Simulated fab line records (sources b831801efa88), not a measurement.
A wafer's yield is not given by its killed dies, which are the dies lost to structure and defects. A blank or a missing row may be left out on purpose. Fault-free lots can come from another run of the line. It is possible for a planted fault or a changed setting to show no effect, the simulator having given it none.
Which tool was responsible?	flow gf180mcu	Sampling: 14 lots, 40 wafers, 3 of 602 route steps

## WHAT THE GAUGES READ, wafer by wafer
GF_VT_IMPLANT_OVL_MEAS_40. Usual: for VT_IMPLANT_03_OVL the level is -0.5 nm and the standard deviation is 1.3.
lot	measured	on	VT_IMPLANT_03_OVL (nm)	flag
L548	day 8 01:58	overlay-01	-3.4 -0.5 -1.2	
L550	day 8 14:22	overlay-02	-1.1 -1.0 -2.2	
L551	day 8 21:13	overlay-01	1.7 2.6 1.9	
L552	day 9 02:41	overlay-01	-0.4 0.1 -0.4	
L553	day 9 08:02	overlay-01	0.5 -0.7 0.2	
L554	day 10 02:58	overlay-01	-1.4 -1.9 -1.8	
L555	day 10 14:34	overlay-01	-1.2 -0.1	
L556	day 10 19:14	overlay-02	0.9 -0.3	
L564	day 12 13:56	overlay-02	-0.5 -2.0 -1.9	
L565	day 12 19:16	overlay-01	-2.3 -1.5 -0.9	
L566	day 13 05:40	overlay-02	-1.4 1.7 1.4	
L567	day 13 11:04	overlay-02	1.7 2.2 1.8	
L568	day 13 20:38	overlay-01	-2.7 0.2 -0.1	
L569	day 14 02:44	overlay-01	-3.8 -0.9 -4.6	

GF_V2_THK_MEAS_25: measures by xrf. Usual: for V2_W_THK the level is 343 nm and the standard deviation is 4.9.
lot	measured	on	V2_W_THK (nm)	flag
L548	day 21 01:13	film-metro-03	340 350 349	
L550	day 21 19:43	film-metro-04	347 342 342	
L551	day 22 04:31	film-metro-01	337 344 345	
L552	day 22 15:28	film-metro-01	342 341 342	
L553	day 23 00:54	film-metro-03	346 344 354	
L554	day 23 17:26	film-metro-04	340 333 337	
L555	day 24 14:22	film-metro-03	347 347	
L556	day 24 16:28	film-metro-04	348 342	
L564	day 26 15:46	film-metro-04	336 337 334	
L565	day 26 22:17	film-metro-04	336 343 339	
L566	day 27 05:05	film-metro-01	342 343 338	
L567	day 27 13:44	film-metro-01	341 344 344	
L568	day 27 21:47	film-metro-03	348 344 348	
L569	day 28 02:11	film-metro-03	343 344 345	

## WHAT TOOL EACH LOT RAN ON (gives the tool, then ch and the chambers of the sampled wafers, and finally the start)
lot	GF_POLY_GATE_ETCH_13
L548	rie-si-01 ch 0,1,2, day 9 17:46
L550	rie-si-02 ch 0,1,2, day 10 08:47
L551	rie-si-02 ch 1,3, day 10 14:10
L552	rie-si-01 ch 0,3, day 10 23:28
L553	rie-si-01 ch 0,1,3, day 11 03:26
L554	rie-si-01 ch 2,3, day 11 21:58
L555	rie-si-01 ch 2,3, day 12 12:38
L556	rie-si-01 ch 0,2, day 12 17:13
L564	rie-si-02 ch 2,3, day 14 15:24
L565	rie-si-02 ch 1,3, day 14 20:30
L566	rie-si-01 ch 0,2,3, day 15 06:16
L567	rie-si-01 ch 0,1,2, day 15 13:31
L568	rie-si-02 ch 1,2, day 15 22:34
L569	rie-si-02 ch 1,2,3, day 16 04:37
- GF_POLY_GATE_ETCH_13: etches poly-Si in HBr/Cl2, stops on SiO2, target depth 198.5 nm, time 69.6 s.

## AS READ BY THE TOOLS THEMSELVES (means over the sampled wafers that have a number; for cases with no such wafer, the mark the record gives instead)
GF_POLY_GATE_ETCH_13. Usual: bias-w 100.0 W, standard deviation 0.31; drypump-motor-current-A 5.8 A, standard deviation 0.52; oes-product-au 0.992 a.u., standard deviation 0.0075; throttle-valve-pct 33.685 %, standard deviation 0.0088.
lot	tool	bias-w (W)	drypump-motor-current-A (A)	oes-product-au (a.u.)	throttle-valve-pct (%)	flag
L548	rie-si-01	99.8	5.7	0.989	33.686	
L550	rie-si-02	100.1	6.0	0.998	33.684	
L551	rie-si-02	100.4	5.9	0.998	33.674	
L552	rie-si-01	99.7	5.5	0.989	33.691	
L553	rie-si-01	99.8	5.9	0.995	33.692	
L554	rie-si-01	100.0	5.6	0.892	33.676	OFF
L555	rie-si-01	99.8	5.5	0.901	33.687	OFF
L556	rie-si-01	100.7	5.2	0.904	33.688	OFF
L564	rie-si-02	100.2	5.7	0.990	33.687	
L565	rie-si-02	100.1	5.9	0.988	33.683	
L566	rie-si-01	99.9	5.4	0.991	33.684	
L567	rie-si-01	99.9	5.7	0.991	33.692	
L568	rie-si-02	100.1	6.0	1.000	33.688	
L569	rie-si-02	99.7	5.8	0.983	33.683	

## THE ANSWER, worked out from the rows above alone
Rule: lot off if the mean of its wafers having a number is beyond 3 standard deviations from the usual mean. A lot without any number at a reading at which 4 lots or more have one is off too. All remaining lots with rows at the step are treated as sound. The gauges are gone through in route order, then the tools' own readings, and for those a lot's mean is taken as printed above. The first step at which some lot is off is used, and at that step the reading that is off furthest; a lot without a number counts as furthest.
Off: L554, L555, L556 (GF_POLY_GATE_ETCH_13, oes-product-au).
A tool fits if, at that step or a process step before it, it ran every lot that is off, and no sound lot after the first of them. None of those tried fits.

## WHAT THE SIMULATOR HAD PUT IN
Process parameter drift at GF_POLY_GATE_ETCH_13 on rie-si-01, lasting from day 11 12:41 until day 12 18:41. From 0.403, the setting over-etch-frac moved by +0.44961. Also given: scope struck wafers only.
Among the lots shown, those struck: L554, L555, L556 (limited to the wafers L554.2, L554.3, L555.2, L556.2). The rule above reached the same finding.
